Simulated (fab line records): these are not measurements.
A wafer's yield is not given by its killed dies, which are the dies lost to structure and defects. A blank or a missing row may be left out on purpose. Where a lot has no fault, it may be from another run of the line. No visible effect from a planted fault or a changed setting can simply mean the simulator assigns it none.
The same fault as seen by 2 desks + flow sky130 + what lay behind the numbers comes last; until then each desk has only its own

== FROM THE METROLOGY DESK ==
Lot by lot, what the gauges showed, no matter which tool ran the lot: averages of those sampled wafers that carry a number. Marked OUT: a lot whose mean sits more than 4 standard deviations from the usual mean, which makes it out of limits; the brackets give that distance.
Columns: A = cd-nm at SKY_FIELD_ISO_CD_MEAS_13, usual 149.5 nm
| lot  | first seen here | A     |
|------|-----------------|-------|
| L346 | day 3 00:32     | 149.0 |
| L347 | day 3 03:58     | 148.2 |
| L356 | day 5 01:11     | 147.6 |
| L358 | day 5 11:06     | 150.2 |
| L359 | day 5 16:56     | 147.5 |
| L364 | day 6 17:40     | 150.8 |
| L366 | day 7 04:14     | 146.3 |
This desk's verdict: no lot among the 7 shows anything out of limits.

== FOR THE TOOL OWNER'S DESK: rie-si-02 ==
The tool's own readings at SKY_FIELD_ISO_ETCH_17 (etches Si in HBr/Cl2/O2, target depth 342 nm, time 97.7 s): means of the sampled wafers that have a number, for each lot that ran on this tool. Marked OUT: a lot whose mean sits more than 4 standard deviations from the usual mean, which makes it out of limits; the brackets give that distance.
Columns: A = bias-w at SKY_FIELD_ISO_ETCH_17, usual 150.0 W; B = drypump-motor-current-A at SKY_FIELD_ISO_ETCH_17, usual 5.7 A; C = he-backside-leak-sccm at SKY_FIELD_ISO_ETCH_17, usual 2.7 sccm; D = oes-product-au at SKY_FIELD_ISO_ETCH_17, usual 0.997 a.u.; E = run-length-s at SKY_FIELD_ISO_ETCH_17, usual 125.9 s; F = throttle-valve-pct at SKY_FIELD_ISO_ETCH_17, usual 25.658 %
| lot  | first seen here | A     | B   | C   | D     | E                | F      |
|------|-----------------|-------|-----|-----|-------|------------------|--------|
| L347 | day 3 04:16     | 150.2 | 5.8 | 2.5 | 1.006 | 125.8            | 25.648 |
| L356 | day 5 01:28     | 151.1 | 5.6 | 2.5 | 0.996 | 118.9 (-13) OUT  | 25.663 |
| L358 | day 5 11:22     | 150.4 | 5.6 | 2.5 | 1.001 | 121.1 (-9.2) OUT | 25.653 |
| L359 | day 5 17:16     | 150.3 | 5.9 | 2.4 | 0.997 | 121.3 (-8.9) OUT | 25.669 |
This desk's verdict: out of limits on L356, L358, L359, starting with L356 at day 5 01:28 (run-length-s at SKY_FIELD_ISO_ETCH_17). Within limits: L347.

== BROUGHT TOGETHER ==
On L356, L358, L359, at day 5 01:28, an alarm was possible from the tool owner's desk.
At the metrology desk, nothing out of limits was observed.
The metrology desk has L356, L358, L359 on record, within its limits.
Of the lots named, all ran SKY_FIELD_ISO_ETCH_17 on rie-si-02.

== WHAT THE SIMULATOR HAD INSERTED ==
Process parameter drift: rie-si-02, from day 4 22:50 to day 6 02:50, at SKY_FIELD_ISO_ETCH_17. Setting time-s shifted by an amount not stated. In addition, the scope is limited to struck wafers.
Lots struck among those shown: L356, L358, L359.
Hours from the fault's start to each desk's first reading out of limits: the tool owner's desk, 3.
